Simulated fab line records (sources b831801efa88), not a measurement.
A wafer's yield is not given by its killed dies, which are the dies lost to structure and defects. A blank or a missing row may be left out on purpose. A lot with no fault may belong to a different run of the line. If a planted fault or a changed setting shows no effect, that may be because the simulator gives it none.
Which of the tools did it? / flow gf180mcu / 33 wafers from 11 lots sampled at 2 of the route's 602 steps

WHAT THE GAUGES READ, wafer by wafer
GF_V1_RS_MEAS_24: a four-point-probe measurement.
lot=L353; measured=day 19 16:21; on=film-metro-04; V1_W_RS (ohm/sq)=0.169 0.320 0.335 0.169 0.319 0.336
lot=L354; measured=day 20 00:35; on=film-metro-01; V1_W_RS (ohm/sq)=0.170 0.164 0.337 0.170 0.164 0.337
lot=L362; measured=day 22 23:37; on=film-metro-01; V1_W_RS (ohm/sq)=0.335 0.330 0.320
lot=L363; measured=day 23 06:22; on=film-metro-01; V1_W_RS (ohm/sq)=0.320 0.332 0.335
lot=L364; measured=day 23 17:06; on=film-metro-02; V1_W_RS (ohm/sq)=0.321 0.323 0.317
lot=L367; measured=day 24 14:40; on=film-metro-02; V1_W_RS (ohm/sq)=0.321 0.333 0.323
lot=L369; measured=day 25 02:58; on=film-metro-02; V1_W_RS (ohm/sq)=0.338 0.321 0.329
lot=L370; measured=day 25 13:14; on=film-metro-01; V1_W_RS (ohm/sq)=0.322 0.321 0.334
lot=L371; measured=day 25 21:04; on=film-metro-02; V1_W_RS (ohm/sq)=0.331 0.322 0.322
lot=L372; measured=day 26 04:08; on=film-metro-04; V1_W_RS (ohm/sq)=0.332 0.320 0.321
lot=L373; measured=day 26 08:17; on=film-metro-04; V1_W_RS (ohm/sq)=0.322 0.329 0.322

EACH LOT AND THE TOOL THAT RAN IT (in order: tool; ch and the chambers of the sampled wafers; start)
lot=L353; GF_V1_CVD_23=cvd-w-01 ch 0,1, day 19 16:13
lot=L354; GF_V1_CVD_23=cvd-w-01 ch 0,1, day 20 00:28
lot=L362; GF_V1_CVD_23=cvd-w-01 ch 0,1, day 22 23:29
lot=L363; GF_V1_CVD_23=cvd-w-01 ch 0,1, day 23 06:15
lot=L364; GF_V1_CVD_23=cvd-w-02 ch 0,1, day 23 16:59
lot=L367; GF_V1_CVD_23=cvd-w-02 ch 0,1, day 24 14:34
lot=L369; GF_V1_CVD_23=cvd-w-01 ch 0,1, day 25 02:50
lot=L370; GF_V1_CVD_23=cvd-w-01 ch 0,1, day 25 13:06
lot=L371; GF_V1_CVD_23=cvd-w-02 ch 0,1, day 25 20:57
lot=L372; GF_V1_CVD_23=cvd-w-01 ch 0,1, day 26 04:02
lot=L373; GF_V1_CVD_23=cvd-w-02 ch 0,1, day 26 08:11
- GF_V1_CVD_23: deposits W, target thk 350 nm, time 105.05 s.

THE ANSWER, worked out from the rows above alone
Rule: the usual values come from the lots themselves. Put in order of their means at a reading, lots are off if they are a third of the lots or fewer, leave a main group of 4 or more, and stand apart from it by a gap of 3 or more times the standard deviation of the main group's means; of several such gaps the widest counts. If all means in a main group match to the digits the tables above print for the reading, that group is not used. A lot without any number at a reading at which 4 lots or more have one is off too. Where the step has rows for the other lots, those lots are counted as sound.
Off: L353, L354, seen at GF_V1_RS_MEAS_24 (V1_W_RS). The main group has a mean of 0.326 ohm/sq with a standard deviation of 0.0027.
If a tool, at a process step before that reading, ran all the lots that are off and no sound lot after the first of them, it fits. Those tools and the gauges at GF_V1_RS_MEAS_24 are tried in the same way. None of those tried fits.

WHAT HAD BEEN PUT IN BY THE SIMULATOR
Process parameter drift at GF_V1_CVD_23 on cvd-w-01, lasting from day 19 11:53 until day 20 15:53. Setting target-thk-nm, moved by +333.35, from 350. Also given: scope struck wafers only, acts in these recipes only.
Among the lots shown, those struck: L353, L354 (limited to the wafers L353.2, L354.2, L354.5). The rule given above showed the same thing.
